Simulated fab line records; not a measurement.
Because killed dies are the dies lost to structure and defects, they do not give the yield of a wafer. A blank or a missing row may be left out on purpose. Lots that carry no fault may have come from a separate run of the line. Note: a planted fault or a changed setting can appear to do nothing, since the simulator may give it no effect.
fab line records	flow gf180mcu
[record] lots = 5	wafers = 15	last_day = 31
route steps=602 shown HV_LDD@201
lots with no fault: from the same line, run without faults
start_h: the number of hours between the record's first day and the start of the first shown wafer of the lot	wait_h: how many hours have passed since the lot's step before this one	" unchanged from the row above	L1.1+2: several wafers, shown together as one row	- either no value or no given start	* or withheld: withheld	< > ~ a bound
route shown NAME@n: names a module that has steps shown in the file, with the first one's number in the route	usual: mean/standard deviation of fault-free wafers	same: alike in all rows	chamber/n: place in a boat	sites: per-site readings	_std_site: standard deviation of those values	_edge_site: inner sites' mean taken away from outer sites' mean	radius_mm: for every site, how far away it sits from the centre of the wafer	mask NAME#n: copy n	behind: the last tool/chamber to shape the wafer	hold: reason for holding the lot/hours on hold/outcome of the hold	device: whichever transistor did not switch (one of n, p or np)	end of line: the same wafers' tests at the end of the route	a step without rows: its recipe alone	killed: count of dies lost to structure and defects at first sort (not the wafer's yield)	map: dies across one wafer; x = killed, . = not, _ = none there
set.NAME: the setting as run; set.NAME@STEP: as run at that earlier step	model.NAME: the simulator's own value behind a step, which no gauge read
a table for each step, a row for each wafer; lots at some steps of the route
services: when a tool's chamber went out of use (start_h, in hours from the record's first day, below 0 if earlier), for how many hours, and the reason
[[steps]]
[step GF_HV_LDD_HMDS_25]
[recipe] prime_time_s = 60	prime_temp_c = 120
lot.wafer	tool	chamber	start_h	wait_h
L075.1+2+5	litho_track-02	0	253.78	0.1
L077.3+4+5	litho_track-01	0	270.51	0.1
L078.1+4+5	litho_track-01	0	282.06	0.1
L080.1+3+5	litho_track-03	0	290.84	0.1
L084.2+4+5	litho_track-03	0	320.91	0.1
[step GF_HV_LDD_COAT_26]
[recipe] resist = NOVOLAK	spin_rpm = 3000	resist_thk_nm = 1000
[usual] dispense_pressure_kPa = 51/4.9
lot.wafer	tool	chamber	start_h	wait_h	dispense_pressure_kPa
L075.1	litho_track-02	0	253.93	0.1	49
L075.2	"	0	"	"	49
L075.5	"	0	"	"	49
L077.3	litho_track-01	0	270.66	0.1	46
L077.4	"	0	"	"	46
L077.5	"	0	"	"	46
L078.1	litho_track-01	0	282.21	0.1	46
L078.4	"	0	"	"	46
L078.5	"	0	"	"	46
L080.1	litho_track-03	0	290.99	0.1	58
L080.3	"	0	"	"	58
L080.5	"	0	"	"	58
L084.2	litho_track-03	0	321.06	0.1	58
L084.4	"	0	"	"	58
L084.5	"	0	"	"	58
[step GF_HV_LDD_SOFTBAKE_27]
[recipe] temp_c = 90	time_s = 60	resist = NOVOLAK
lot.wafer	tool	chamber	start_h	wait_h
L075.1+2+5	litho_track-02	0	254.08	0.1
L077.3+4+5	litho_track-01	0	270.81	0.1
L078.1+4+5	litho_track-01	0	282.36	0.1
L080.1+3+5	litho_track-03	0	291.14	0.1
L084.2+4+5	litho_track-03	0	321.21	0.1
[step GF_HV_LDD_EXPOSE_28]
[recipe] mask_id = Nplus_HV_AREA	target_cd_nm = 400	na = 0.6	source_shape = conventional	sigma_outer = 0.6	dose_mj = 140
[usual] exposure_dose_mJ_cm2 = 140.02/0.14
lot.wafer	tool	chamber	start_h	wait_h	mask	exposure_dose_mJ_cm2
L075.1	iline_stepper-01	0	-	-	Nplus_HV_AREA#0	140.15
L075.2	"	0	"	"	Nplus_HV_AREA#0	140.01
L075.5	"	0	"	"	Nplus_HV_AREA#0	140.02
L077.3	iline_stepper-02	0	-	-	Nplus_HV_AREA#0	139.96
L077.4	"	0	"	"	Nplus_HV_AREA#0	140.08
L077.5	"	0	"	"	Nplus_HV_AREA#0	140.15
L078.1	iline_stepper-02	0	-	-	Nplus_HV_AREA#0	140.12
L078.4	"	0	"	"	Nplus_HV_AREA#0	140.25
L078.5	"	0	"	"	Nplus_HV_AREA#0	140.28
L080.1	iline_stepper-01	0	-	-	Nplus_HV_AREA#0	140.00
L080.3	"	0	"	"	Nplus_HV_AREA#0	139.99
L080.5	"	0	"	"	Nplus_HV_AREA#0	139.91
L084.2	iline_stepper-01	0	-	-	Nplus_HV_AREA#0	140.21
L084.4	"	0	"	"	Nplus_HV_AREA#0	139.86
L084.5	"	0	"	"	Nplus_HV_AREA#0	139.88
[step GF_HV_LDD_PEB_29]
[recipe] temp_c = withheld	time_s = *	resist = NOVOLAK
lot.wafer	tool	chamber	start_h	wait_h
L075.1+2+5	litho_track-02	0	-	-
L077.3+4+5	litho_track-01	0	-	-
L078.1+4+5	litho_track-01	0	-	-
L080.1+3+5	litho_track-03	0	-	-
L084.2+4+5	litho_track-03	0	-	-
[step GF_HV_LDD_DEVELOP_30]
[recipe] develop_time_s = 60	dev_temp_c = 23
lot.wafer	tool	chamber	start_h	wait_h
L075.1+2+5	litho_track-02	0	263.43	0.1
L077.3+4+5	litho_track-01	0	280.01	0.1
L078.1+4+5	litho_track-01	0	292.31	0.1
L080.1+3+5	litho_track-03	0	301.74	0.1
L084.2+4+5	litho_track-03	0	331.56	0.1
[step GF_HV_LDD_CD_MEAS_31]
[recipe] target_cd_nm = 400
[usual] cd_nm = 400.0/2.6
lot.wafer	tool	chamber	start_h	wait_h	cd_nm
L075.1	cd_sem-01	-	263.58	0.1	399.5
L075.2	"	-	"	"	401.3
L075.5	"	-	"	"	398.2
L077.3	cd_sem-02	-	280.15	0.1	401.8
L077.4	"	-	"	"	403.3
L077.5	"	-	"	"	403.9
L078.1	cd_sem-01	-	292.46	0.1	396.7
L078.4	"	-	"	"	398.8
L078.5	"	-	"	"	398.7
L080.1	cd_sem-01	-	301.89	0.1	399.7
L080.3	"	-	"	"	398.7
L080.5	"	-	"	"	399.1
L084.2	cd_sem-01	-	331.71	0.1	401.4
L084.4	"	-	"	"	398.6
L084.5	"	-	"	"	399.0
[step GF_HV_LDD_OVL_MEAS_32]
[usual] HV_LDD_02_OVL = -1.4/1.4
lot.wafer	tool	chamber	start_h	wait_h	HV_LDD_02_OVL[nm]
L075.1	overlay-01	-	263.70	0.1	-1.3
L075.2	"	-	"	"	0.0
L075.5	"	-	"	"	-1.7
L077.3	overlay-01	-	280.24	0.1	-3.7
L077.4	"	-	"	"	-2.2
L077.5	"	-	"	"	-2.1
L078.1	overlay-01	-	292.58	0.1	-1.2
L078.4	"	-	"	"	-0.4
L078.5	"	-	"	"	-1.9
L080.1	overlay-02	-	302.01	0.1	-1.5
L080.3	"	-	"	"	-2.2
L080.5	"	-	"	"	-0.9
L084.2	overlay-01	-	331.81	0.1	-4.9
L084.4	"	-	"	"	-4.2
L084.5	"	-	"	"	-4.5
[step GF_HV_LDD_IMPLANT_33]
[recipe] species = P	energy_kev = 60	dose_cm2 = 7.5e+12	tilt_deg = 30	rotation_deg = 0
[usual] rotation_deg = 0.003/0.018
lot.wafer	tool	chamber	start_h	wait_h	rotation_deg
L075.1	implanter-02	0	263.74	0.0	-0.016
L075.2	"	0	"	"	-0.012
L075.5	"	0	"	"	-0.011
L077.3	implanter-04	0	280.31	0.1	0.012
L077.4	"	0	"	"	0.025
L077.5	"	0	"	"	0.019
L078.1	implanter-02	0	292.61	0.0	0.015
L078.4	"	0	"	"	0.015
L078.5	"	0	"	"	0.003
L080.1	implanter-01	0	302.04	0.0	0.044
L080.3	"	0	"	"	0.015
L080.5	"	0	"	"	0.007
L084.2	implanter-02	0	331.87	0.0	0.029
L084.4	"	0	"	"	0.024
L084.5	"	0	"	"	0.028
[step GF_HV_LDD_IMPLANT_34]
[recipe] species = P	energy_kev = 60	dose_cm2 = 7.5e+12	tilt_deg = 30	rotation_deg = 90
[usual] rotation_deg = 89.999/0.025
lot.wafer	tool	chamber	start_h	wait_h	rotation_deg
L075.1	implanter-02	0	263.89	0.1	90.043
L075.2	"	0	"	"	89.999
L075.5	"	0	"	"	90.018
L077.3	implanter-04	0	280.46	0.1	89.954
L077.4	"	0	"	"	90.009
L077.5	"	0	"	"	90.011
L078.1	implanter-02	0	292.76	0.1	89.990
L078.4	"	0	"	"	90.010
L078.5	"	0	"	"	89.959
L080.1	implanter-01	0	302.19	0.1	89.946
L080.3	"	0	"	"	90.006
L080.5	"	0	"	"	90.007
L084.2	implanter-02	0	332.02	0.1	90.010
L084.4	"	0	"	"	90.009
L084.5	"	0	"	"	90.012
[step GF_HV_LDD_IMPLANT_35]
[recipe] species = P	energy_kev = 60	dose_cm2 = 7.5e+12	tilt_deg = 30	rotation_deg = 180
[usual] rotation_deg = 180.00/0.036
lot.wafer	tool	chamber	start_h	wait_h	rotation_deg
L075.1	implanter-02	0	264.04	0.1	179.99
L075.2	"	0	"	"	179.99
L075.5	"	0	"	"	180.01
L077.3	implanter-04	0	280.61	0.1	179.96
L077.4	"	0	"	"	180.06
L077.5	"	0	"	"	179.95
L078.1	implanter-02	0	292.91	0.1	179.99
L078.4	"	0	"	"	179.99
L078.5	"	0	"	"	180.04
L080.1	implanter-01	0	302.34	0.1	179.97
L080.3	"	0	"	"	179.98
L080.5	"	0	"	"	179.99
L084.2	implanter-02	0	332.17	0.1	179.99
L084.4	"	0	"	"	180.00
L084.5	"	0	"	"	179.99
[step GF_HV_LDD_IMPLANT_36]
[recipe] species = P	energy_kev = 60	dose_cm2 = 7.5e+12	tilt_deg = 30	rotation_deg = 270
[usual] rotation_deg = 270.00/0.043
lot.wafer	tool	chamber	start_h	wait_h	rotation_deg
L075.1	implanter-02	0	264.19	0.1	270.02
L075.2	"	0	"	"	270.00
L075.5	"	0	"	"	269.93
L077.3	implanter-04	0	280.76	0.1	270.01
L077.4	"	0	"	"	270.01
L077.5	"	0	"	"	270.02
L078.1	implanter-02	0	293.06	0.1	269.99
L078.4	"	0	"	"	270.03
L078.5	"	0	"	"	270.03
L080.1	implanter-01	0	302.49	0.1	269.96
L080.3	"	0	"	"	270.00
L080.5	"	0	"	"	270.07
L084.2	implanter-02	0	332.32	0.1	270.02
L084.4	"	0	"	"	270.06
L084.5	"	0	"	"	269.98
[step GF_HV_LDD_STRIP_37]
[recipe] chemistry = O2/N2	power_w = 1400	pressure_mtorr = 1500	platen_temp_c = 250	o2_flow_sccm = 3000	n2_flow_sccm = 300	overash_fraction = 0.5
[usual] chamber_pressure_mTorr = 1500.1/1.4	drypump_motor_current_A = 5.5/0.48	heater_power_w = 330/11	oes_product_au = 0.716/0.0047	strip_time_to_endpoint_s = 12.62/0.036
lot.wafer	tool	chamber	start_h	wait_h	chamber_pressure_mTorr	drypump_motor_current_A	heater_power_w	oes_product_au	rf_hours_counter_h	strip_time_to_endpoint_s
L075.1	plasma_asher-01	0	264.34	0.1	1500.2	5.3	315	0.707	16	12.56
L075.2	"	1	"	"	1501.8	5.3	336	0.715	16	12.59
L075.5	"	1	"	"	1501.2	5.3	338	0.713	-	12.59
L077.3	plasma_asher-01	1	280.89	0.1	1496.5	5.3	351	0.718	-	12.57
L077.4	"	0	"	"	1498.7	5.3	314	0.714	-	12.57
L077.5	"	1	"	"	1501.1	5.3	341	0.720	-	12.57
L078.1	plasma_asher-04	1	293.21	0.1	1498.8	4.9	326	0.707	64	12.65
L078.4	"	0	"	"	1501.5	5.7	328	0.723	-	12.63
L078.5	"	0	"	"	1501.6	5.7	332	0.714	-	12.67
L080.1	plasma_asher-04	1	302.64	0.1	1500.4	5.0	320	0.716	66	12.66
L080.3	"	0	"	"	1500.3	5.7	331	0.710	-	12.67
L080.5	"	0	"	"	1500.1	5.7	321	0.719	-	12.65
L084.2	plasma_asher-03	0	332.44	0.1	1500.3	5.5	330	0.709	53	12.64
L084.4	"	1	"	"	1498.0	6.6	333	0.717	-	12.57
L084.5	"	0	"	"	1498.7	5.5	339	0.713	-	12.65
[step GF_HV_LDD_TW_MEAS_38]
[usual] HV_LDD_3_TW = 1421/8.8
lot.wafer	tool	chamber	start_h	wait_h	HV_LDD_3_TW
L075.1	film_metro-04	-	264.44	0.1	1408
L075.2	"	-	"	"	1412
L075.5	"	-	"	"	1417
L077.3	film_metro-03	-	280.98	0.1	1418
L077.4	"	-	"	"	1424
L077.5	"	-	"	"	1424
L078.1	film_metro-04	-	293.31	0.1	1412
L078.4	"	-	"	"	1409
L078.5	"	-	"	"	1410
L080.1	film_metro-03	-	302.74	0.1	1424
L080.3	"	-	"	"	1422
L080.5	"	-	"	"	1425
L084.2	film_metro-04	-	332.55	0.1	1405
L084.4	"	-	"	"	1407
L084.5	"	-	"	"	1417
[step GF_HV_LDD_DEHYDRATE_39]
[recipe] temp_c = 200	time_s = 60
lot.wafer	tool	chamber	start_h	wait_h
L075.1+2+5	litho_track-01	0	273.11	8.7
L077.3+4+5	litho_track-01	0	289.91	8.9
L078.1+4+5	litho_track-02	0	302.78	9.5
L080.1+3+5	litho_track-01	0	311.75	9.0
L084.2+4+5	litho_track-01	0	342.33	9.8
[step GF_HV_LDD_HMDS_40]
[recipe] prime_time_s = 60	prime_temp_c = 120
lot.wafer	tool	chamber	start_h	wait_h
L075.1+2+5	litho_track-01	0	273.26	0.1
L077.3+4+5	litho_track-01	0	290.06	0.1
L078.1+4+5	litho_track-02	0	302.93	0.1
L080.1+3+5	litho_track-01	0	311.90	0.1
L084.2+4+5	litho_track-01	0	342.48	0.1
[step GF_HV_LDD_COAT_41]
[recipe] resist = NOVOLAK	spin_rpm = 3000	resist_thk_nm = 1000
[usual] dispense_pressure_kPa = 52/5.4
lot.wafer	tool	chamber	start_h	wait_h	dispense_pressure_kPa
L075.1	litho_track-01	0	273.41	0.1	46
L075.2	"	0	"	"	46
L075.5	"	0	"	"	46
L077.3	litho_track-01	0	290.21	0.1	46
L077.4	"	0	"	"	46
L077.5	"	0	"	"	46
L078.1	litho_track-02	0	303.08	0.1	49
L078.4	"	0	"	"	49
L078.5	"	0	"	"	49
L080.1	litho_track-01	0	312.05	0.1	46
L080.3	"	0	"	"	46
L080.5	"	0	"	"	46
L084.2	litho_track-01	0	342.63	0.1	46
L084.4	"	0	"	"	46
L084.5	"	0	"	"	46
[step GF_HV_LDD_SOFTBAKE_42]
[recipe] temp_c = 90	time_s = 60	resist = NOVOLAK
lot.wafer	tool	chamber	start_h	wait_h
L075.1+2+5	litho_track-01	0	273.56	0.1
L077.3+4+5	litho_track-01	0	290.36	0.1
L078.1+4+5	litho_track-02	0	303.23	0.1
L080.1+3+5	litho_track-01	0	312.20	0.1
L084.2+4+5	litho_track-01	0	342.78	0.1
[step GF_HV_LDD_EXPOSE_43]
[recipe] mask_id = Pplus_HV_AREA	target_cd_nm = 400	na = 0.6	source_shape = conventional	sigma_outer = 0.6	dose_mj = 140
[usual] exposure_dose_mJ_cm2 = 140.01/0.15
lot.wafer	tool	chamber	start_h	wait_h	mask	exposure_dose_mJ_cm2
L075.1	iline_stepper-01	0	-	-	Pplus_HV_AREA#0	140.17
L075.2	"	0	"	"	Pplus_HV_AREA#0	140.01
L075.5	"	0	"	"	Pplus_HV_AREA#0	140.04
L077.3	iline_stepper-02	0	-	-	Pplus_HV_AREA#0	140.16
L077.4	"	0	"	"	Pplus_HV_AREA#0	140.15
L077.5	"	0	"	"	Pplus_HV_AREA#0	140.23
L078.1	iline_stepper-01	0	-	-	Pplus_HV_AREA#0	139.96
L078.4	"	0	"	"	Pplus_HV_AREA#0	139.96
L078.5	"	0	"	"	Pplus_HV_AREA#0	140.08
L080.1	iline_stepper-01	0	-	-	Pplus_HV_AREA#0	140.24
L080.3	"	0	"	"	Pplus_HV_AREA#0	140.17
L080.5	"	0	"	"	Pplus_HV_AREA#0	140.24
L084.2	iline_stepper-01	0	-	-	Pplus_HV_AREA#0	140.13
L084.4	"	0	"	"	Pplus_HV_AREA#0	139.69
L084.5	"	0	"	"	Pplus_HV_AREA#0	140.13
[step GF_HV_LDD_PEB_44]
[recipe] temp_c = withheld	time_s = *	resist = NOVOLAK
lot.wafer	tool	chamber	start_h	wait_h
L075.1+2+5	litho_track-02	0	-	-
L077.3+4+5	litho_track-02	0	-	-
L078.1+4+5	litho_track-01	0	-	-
L080.1+3+5	litho_track-01	0	-	-
L084.2+4+5	litho_track-01	0	-	-
[step GF_HV_LDD_DEVELOP_45]
[recipe] develop_time_s = 60	dev_temp_c = 23
lot.wafer	tool	chamber	start_h	wait_h
L075.1+2+5	litho_track-02	0	283.53	0.1
L077.3+4+5	litho_track-02	0	300.83	0.1
L078.1+4+5	litho_track-01	0	314.00	0.1
L080.1+3+5	litho_track-01	0	322.75	0.1
L084.2+4+5	litho_track-01	0	353.98	0.1
[step GF_HV_LDD_CD_MEAS_46]
[recipe] target_cd_nm = 400
[usual] cd_nm = 399.8/2.3
lot.wafer	tool	chamber	start_h	wait_h	cd_nm
L075.1	cd_sem-02	-	283.68	0.1	405.3
L075.2	"	-	"	"	403.7
L075.5	"	-	"	"	403.0
L077.3	cd_sem-01	-	300.97	0.1	396.5
L077.4	"	-	"	"	396.7
L077.5	"	-	"	"	396.0
L078.1	cd_sem-01	-	314.15	0.1	404.7
L078.4	"	-	"	"	403.0
L078.5	"	-	"	"	404.0
L080.1	cd_sem-02	-	322.90	0.1	399.0
L080.3	"	-	"	"	398.4
L080.5	"	-	"	"	397.9
L084.2	cd_sem-02	-	354.12	0.1	403.1
L084.4	"	-	"	"	404.4
L084.5	"	-	"	"	402.8
[step GF_HV_LDD_OVL_MEAS_47]
[usual] HV_LDD_03_OVL = -1.3/1.2
lot.wafer	tool	chamber	start_h	wait_h	HV_LDD_03_OVL[nm]
L075.1	overlay-01	-	283.80	0.1	-1.4
L075.2	"	-	"	"	-2.2
L075.5	"	-	"	"	-1.8
L077.3	overlay-01	-	301.06	0.1	0.3
L077.4	"	-	"	"	-2.7
L077.5	"	-	"	"	1.9
L078.1	overlay-01	-	314.27	0.1	-0.7
L078.4	"	-	"	"	-1.1
L078.5	"	-	"	"	-0.8
L080.1	overlay-01	-	323.02	0.1	0.2
L080.3	"	-	"	"	1.0
L080.5	"	-	"	"	0.3
L084.2	overlay-01	-	354.23	0.1	-1.2
L084.4	"	-	"	"	-1.3
L084.5	"	-	"	"	-1.5
[step GF_HV_LDD_IMPLANT_48]
[recipe] species = B	energy_kev = 25	dose_cm2 = 3e+13	tilt_deg = 7
lot.wafer	tool	chamber	start_h	wait_h
L075.1+2+5	implanter-04	0	283.84	0.0
L077.3+4+5	implanter-04	0	301.14	0.1
L078.1+4+5	implanter-01	0	314.31	0.0
L080.1+3+5	implanter-04	0	323.06	0.0
L084.2+4+5	implanter-01	0	354.29	0.0
[step GF_HV_LDD_STRIP_49]
[recipe] chemistry = O2/N2	power_w = 1400	pressure_mtorr = 1500	platen_temp_c = 250	o2_flow_sccm = 3000	n2_flow_sccm = 300	overash_fraction = 0.5
[usual] chamber_pressure_mTorr = 1499.7/1.5	drypump_motor_current_A = 5.5/0.49	heater_power_w = 329/9.5	oes_product_au = 0.715/0.0039	strip_time_to_endpoint_s = 12.618/0.028
lot.wafer	tool	chamber	start_h	wait_h	chamber_pressure_mTorr	drypump_motor_current_A	heater_power_w	oes_product_au	rf_hours_counter_h	strip_time_to_endpoint_s
L075.1	plasma_asher-03	1	283.99	0.1	1498.3	6.5	338	0.715	48	12.620
L075.2	"	0	"	"	1500.3	5.5	331	0.708	48	12.632
L075.5	"	0	"	"	1500.6	5.5	337	0.715	-	12.670
L077.3	plasma_asher-04	1	301.27	0.1	1498.5	4.9	318	0.718	-	12.584
L077.4	"	0	"	"	1500.4	5.7	322	0.714	-	12.618
L077.5	"	0	"	"	1502.1	5.7	328	0.705	-	12.604
L078.1	plasma_asher-03	0	314.46	0.1	1498.5	5.5	328	0.719	51	12.663
L078.4	"	1	"	"	1495.6	6.6	325	0.719	-	12.605
L078.5	"	1	"	"	1500.3	6.6	329	0.719	-	12.642
L080.1	plasma_asher-04	1	323.21	0.1	1499.8	4.9	314	0.708	68	12.618
L080.3	"	0	"	"	1499.9	5.7	329	0.712	-	12.597
L080.5	"	1	"	"	1499.9	4.9	324	0.716	-	12.611
L084.2	plasma_asher-01	1	354.41	0.1	1499.9	5.4	347	0.718	26	12.626
L084.4	"	0	"	"	1497.7	5.3	316	0.713	-	12.641
L084.5	"	1	"	"	1500.6	5.4	351	0.717	-	12.661
[step GF_HV_LDD_TW_MEAS_50]
[usual] HV_LDD_4_TW = 566/4.9
lot.wafer	tool	chamber	start_h	wait_h	HV_LDD_4_TW
L075.1	film_metro-02	-	284.09	0.1	570
L075.2	"	-	"	"	570
L075.5	"	-	"	"	573
L077.3	film_metro-03	-	301.36	0.1	560
L077.4	"	-	"	"	561
L077.5	"	-	"	"	564
L078.1	film_metro-04	-	314.56	0.1	560
L078.4	"	-	"	"	561
L078.5	"	-	"	"	561
L080.1	film_metro-03	-	323.31	0.1	566
L080.3	"	-	"	"	566
L080.5	"	-	"	"	563
L084.2	film_metro-04	-	354.52	0.1	560
L084.4	"	-	"	"	560
L084.5	"	-	"	"	560
[step GF_HV_LDD_CLEAN_51]
[recipe] chemistry = SC1/SC2	mix = 1:4:20	temp_c = 70	time_s = 150	dry = n2_spin
lot.wafer	tool	chamber	start_h	wait_h
L075.1+2+5	wet_bench-01	3	284.15	0.1
L077.3+4+5	wet_bench-01	1	301.40	0.0
L078.1+4+5	wet_bench-01	3	314.62	0.1
L080.1+3+5	wet_bench-02	3	323.37	0.1
L084.2+4+5	wet_bench-02	3	354.57	0.0
[step GF_HV_LDD_RTA_52]
[recipe] temp_c = 1000	time_s = 10	ambient = N2
[usual] lamp_power_pct = 34.0/1.2	wafer_temp_C_max = 1004.6/1.3
lot.wafer	tool	chamber	start_h	wait_h	lamp_power_pct	wafer_temp_C_max
L075.1	rtp_anneal-02	0	284.20	0.0	35.1	1005.4
L075.2	"	0	"	"	35.1	1005.3
L075.5	"	0	"	"	35.0	1003.3
L077.3	rtp_anneal-02	0	301.47	0.0	35.1	1004.0
L077.4	"	0	"	"	35.0	1005.1
L077.5	"	0	"	"	35.1	1004.1
L078.1	rtp_anneal-01	0	314.67	0.0	32.7	1004.0
L078.4	"	0	"	"	32.8	1005.0
L078.5	"	0	"	"	32.7	1003.0
L080.1	rtp_anneal-02	0	323.42	0.0	35.1	1006.0
L080.3	"	0	"	"	35.0	1005.7
L080.5	"	0	"	"	35.1	1004.4
L084.2	rtp_anneal-01	0	354.64	0.0	32.7	1002.2
L084.4	"	0	"	"	32.8	1003.6
L084.5	"	0	"	"	32.8	1003.8
[step GF_HV_LDD_RS_MEAS_53]
[recipe] thk_meas_gauge = four-point-probe
[usual] HV_LDD_RS = 418.3/1.1
lot.wafer	tool	chamber	start_h	wait_h	HV_LDD_RS[ohm/sq]
L075.1	film_metro-03	-	284.26	0.1	418.8
L075.2	"	-	"	"	417.5
L075.5	"	-	"	"	418.6
L077.3	film_metro-03	-	301.55	0.1	417.6
L077.4	"	-	"	"	415.6
L077.5	"	-	"	"	417.3
L078.1	film_metro-02	-	314.74	0.1	417.8
L078.4	"	-	"	"	417.6
L078.5	"	-	"	"	417.6
L080.1	film_metro-04	-	323.49	0.1	418.1
L080.3	"	-	"	"	419.4
L080.5	"	-	"	"	418.3
L084.2	film_metro-03	-	354.71	0.1	419.2
L084.4	"	-	"	"	418.7
L084.5	"	-	"	"	419.2
[step GF_HV_LDD_CVD_54]
[recipe] material = SiO2	target_thk_nm = 10	precursor = TEOS	temp_c = 680	time_s = 75	pressure_mtorr = 400
[usual] spike_tc_lower_C = 680.3/1.1	susceptor_temp_C = 679.95/0.28	zone_power_centre_pct = 10.1/0.98
lot.wafer	tool	chamber	start_h	wait_h	spike_tc_lower_C	susceptor_temp_C	zone_power_centre_pct
L075.1	lpcvd-02	1	284.38	0.1	680.6	679.78	11.0
L075.2	"	1	"	"	680.3	680.27	11.1
L075.5	"	1	"	"	678.8	680.20	11.1
L077.3	lpcvd-02	1	301.63	0.1	678.9	680.25	11.0
L077.4	"	1	"	"	681.8	680.28	10.9
L077.5	"	1	"	"	678.9	679.85	11.4
L078.1	lpcvd-01	1	314.86	0.1	680.2	679.95	10.9
L078.4	"	1	"	"	681.5	679.77	10.9
L078.5	"	1	"	"	681.2	680.06	11.0
L080.1	lpcvd-01	0	323.61	0.1	681.2	679.48	9.3
L080.3	"	0	"	"	680.3	679.70	9.2
L080.5	"	0	"	"	678.9	679.88	9.2
L084.2	lpcvd-01	0	354.81	0.1	680.8	680.60	9.4
L084.4	"	0	"	"	680.3	679.96	9.5
L084.5	"	0	"	"	680.7	680.26	9.3
[step GF_HV_LDD_THK_MEAS_55]
[recipe] reads = SiO2_of_HV_LDD_CVD_54
[usual] HV_LDD_CVD_54_THK = 10.01/0.13
lot.wafer	tool	chamber	start_h	wait_h	HV_LDD_CVD_54_THK[nm]
L075.1	film_metro-02	-	285.40	0.0	9.87
L075.2	"	-	"	"	9.90
L075.5	"	-	"	"	9.89
L077.3	film_metro-03	-	303.18	0.0	10.16
L077.4	"	-	"	"	10.19
L077.5	"	-	"	"	9.99
L078.1	film_metro-04	-	315.88	0.0	9.94
L078.4	"	-	"	"	9.98
L078.5	"	-	"	"	10.02
L080.1	film_metro-02	-	324.63	0.0	9.99
L080.3	"	-	"	"	9.98
L080.5	"	-	"	"	9.98
L084.2	film_metro-04	-	356.35	0.0	10.11
L084.4	"	-	"	"	10.21
L084.5	"	-	"	"	10.05
[step GF_HV_LDD_CVD_56]
[recipe] material = Si3N4	precursor = DCS/NH3	target_thk_nm = 90	temp_c = 770	time_s = 1543	pressure_mtorr = 250
[usual] spike_tc_lower_C = 770.0/0.97	susceptor_temp_C = 770.0/0.36	zone_power_centre_pct = 12.7/1.4
lot.wafer	tool	chamber	start_h	wait_h	spike_tc_lower_C	susceptor_temp_C	zone_power_centre_pct
L075.1	lpcvd-01	0	285.46	0.1	770.0	769.9	11.7
L075.2	"	0	"	"	770.1	769.6	11.5
L075.5	"	0	"	"	770.5	770.0	11.8
L077.3	lpcvd-02	0	303.22	0.0	768.8	770.2	10.9
L077.4	"	0	"	"	770.1	769.9	10.8
L077.5	"	0	"	"	770.5	770.4	10.9
L078.1	lpcvd-02	0	315.94	0.1	769.0	770.2	10.9
L078.4	"	0	"	"	770.4	770.0	11.0
L078.5	"	0	"	"	770.1	770.1	10.9
L080.1	lpcvd-02	1	324.69	0.1	768.9	769.7	13.9
L080.3	"	1	"	"	769.6	769.5	13.9
L080.5	"	1	"	"	772.0	770.1	13.9
L084.2	lpcvd-02	1	356.40	0.0	772.3	770.4	14.1
L084.4	"	1	"	"	769.0	770.6	14.0
L084.5	"	1	"	"	768.5	770.0	14.1
[[services]]
tool	chamber	start_h	hours	kind
implanter-04	-	243.31	2.8	repair
iline_stepper-02	-	255.09	1.7	pm
plasma_asher-03	-	258.30	0.7	repair
implanter-04	-	259.90	0.8	repair
plasma_asher-03	-	268.33	0.9	repair
implanter-02	-	275.19	8.1	pm
wet_bench-02	-	290.58	2.8	repair
plasma_asher-04	-	292.04	0.5	repair
wet_bench-01	-	311.85	1.7	repair
implanter-02	-	340.02	2.9	repair
[[key]]
fault none
